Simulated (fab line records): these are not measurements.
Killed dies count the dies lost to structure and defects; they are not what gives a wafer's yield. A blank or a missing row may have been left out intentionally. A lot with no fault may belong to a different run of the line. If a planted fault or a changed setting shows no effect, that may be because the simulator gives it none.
Which tool was responsible?    flow gf180mcu    39 wafers from 13 lots sampled at 4 of the route's 602 steps

WHAT THE GAUGES READ, wafer by wafer
GF_V5_CD_MEAS_14 targets a cd of 260 nm. Usual: 260.0 nm for cd-nm, sd 1.6.
lot   measured      on         cd-nm (nm)         flag
L293  day 27 04:43  cd-sem-01  258.7 260.0 260.4  
L296  day 28 05:26  cd-sem-01  259.4 257.8 258.2  
L297  day 28 12:42  cd-sem-02  260.3 259.7 260.7  
L298  day 28 23:20  cd-sem-01  261.2 261.1 261.8  
L300  day 29 13:46  cd-sem-02  258.5 260.4 260.3  
L301  day 30 00:55  cd-sem-02  262.3 260.0 261.7  
L302  day 30 08:22  cd-sem-01  258.0 257.2 257.9  
L307  day 31 12:35  cd-sem-02  260.4 259.9 260.2  
L308  day 31 17:57  cd-sem-01  260.4 261.6 260.8  
L309  day 32 00:05  cd-sem-01  259.9 259.4 258.5  
L310  day 32 02:50  cd-sem-02  259.8 260.7 261.1  
L314  day 33 13:32  cd-sem-02  262.6 260.2 260.8  
L315  day 33 14:47  cd-sem-01  257.4 257.8 257.4  

GF_TOP_METAL_RS_MEAS_05: measurement is done with a four-point probe. Usual: TOP_METAL_ALCU_RS 0.0330 ohm/sq, standard deviation 0.00043.
lot   measured      on             TOP_METAL_ALCU_RS (ohm/sq)  flag
L293  day 27 06:28  film-metro-04  0.0324 0.0330 0.0333        
L296  day 28 07:11  film-metro-01  0.0328 0.0328 0.0327        
L297  day 28 14:27  film-metro-02  0.0326 0.0324 0.0332        
L298  day 29 01:12  film-metro-04  0.0330 0.0326 0.0333        
L300  day 29 15:38  film-metro-02  0.0334 0.0323 0.0327        
L301  day 30 02:44  film-metro-02  0.0335 0.0324 0.0330        
L302  day 30 10:07  film-metro-02  0.0332 0.0332 0.0333        
L307  day 31 14:20  film-metro-02  0.0334 0.0323 0.0334        
L308  day 31 19:50  film-metro-04  0.0323 0.0325 0.0330        
L309  day 32 02:07  film-metro-02  0.0326 0.0333 0.0328        
L310  day 32 05:04  film-metro-04  0.0327 0.0322 0.0321        
L314  day 33 15:47  film-metro-04  0.0329 0.0322 0.0324        
L315  day 33 16:37  film-metro-01  0.0324 0.0331 0.0331        

GF_PASSIVATION_BOW_MEAS_14. Usual: PASSIVATION_BOW 135 um, standard deviation 10.
lot   measured      on             PASSIVATION_BOW (um)  flag
L293  day 28 23:22  film-metro-04  136 141 132           
L296  day 29 23:00  film-metro-04  125 135 144           
L297  day 30 06:42  film-metro-03  136 129 134           
L298  day 30 17:26  film-metro-03  127 132 126           
L300  day 31 06:36  film-metro-03  131 132 142           
L301  day 31 16:29  film-metro-01  131 138 127           
L302  day 32 00:34  film-metro-03  138 132 138           
L307  day 33 02:27  film-metro-04  144 124 138           
L308  day 33 06:26  film-metro-03  131 122 122           
L309  day 33 13:31  film-metro-01  128 133 132           
L310  day 33 16:06  film-metro-04  130 134 128           
L314  day 35 00:34  film-metro-03  146 139 149           
L315  day 35 00:52  film-metro-03  149 154 157           

TOOL THAT RAN EACH LOT (tool first, then ch and the chambers of the sampled wafers, then the start)
lot   GF_MIM_SPUTTER_04
L293  pvd-sputter-02, day 24 12:30
L296  pvd-sputter-04, day 25 14:56
L297  pvd-sputter-03, day 25 23:10
L298  pvd-sputter-04, day 26 10:10
L300  pvd-sputter-04, day 27 00:59
L301  pvd-sputter-02, day 27 14:07
L302  pvd-sputter-04, day 27 20:41
L307  pvd-sputter-03, day 29 04:58
L308  pvd-sputter-02, day 29 11:00
L309  pvd-sputter-02, day 29 16:31
L310  pvd-sputter-03, day 29 20:07
L314  pvd-sputter-02, day 31 10:12
L315  pvd-sputter-03, day 31 11:53
- GF_MIM_SPUTTER_04: material TiN, target thk 50 nm, time 41.7 s.

AS READ BY THE TOOLS THEMSELVES (means over the sampled wafers that have a number; for cases with no such wafer, the mark the record gives instead)
GF_MIM_SPUTTER_04. Usual: 30.1 % for throttle-valve-pct, sd 0.87.
lot   tool            throttle-valve-pct (%)  flag
L293  pvd-sputter-02  30.4                    
L296  pvd-sputter-04  30.1                    
L297  pvd-sputter-03  29.9                    
L298  pvd-sputter-04  29.0                    
L300  pvd-sputter-04  29.4                    
L301  pvd-sputter-02  30.1                    
L302  pvd-sputter-04  29.8                    
L307  pvd-sputter-03  30.9                    
L308  pvd-sputter-02  30.4                    
L309  pvd-sputter-02  30.5                    
L310  pvd-sputter-03  31.0                    
L314  pvd-sputter-02  30.2                    
L315  pvd-sputter-03  29.9                    

THE ANSWER, worked out from the rows above alone
Rule: take the mean of a lot's wafers that have a number; if it is more than 3 standard deviations from the usual mean, the lot is off. Also off: a lot with no number at a reading for which 4 or more lots have one. Where the step has rows for the other lots, those lots are counted as sound. First the gauges in route order, then the tools' own readings, where a lot's mean is used as printed above. At the first step where some lot is off, the reading lying furthest off is the one used; lots without a number count as furthest.
No lot is off on any of the readings shown, so nothing can be concluded from this.

WHAT THE SIMULATOR HAD PUT IN
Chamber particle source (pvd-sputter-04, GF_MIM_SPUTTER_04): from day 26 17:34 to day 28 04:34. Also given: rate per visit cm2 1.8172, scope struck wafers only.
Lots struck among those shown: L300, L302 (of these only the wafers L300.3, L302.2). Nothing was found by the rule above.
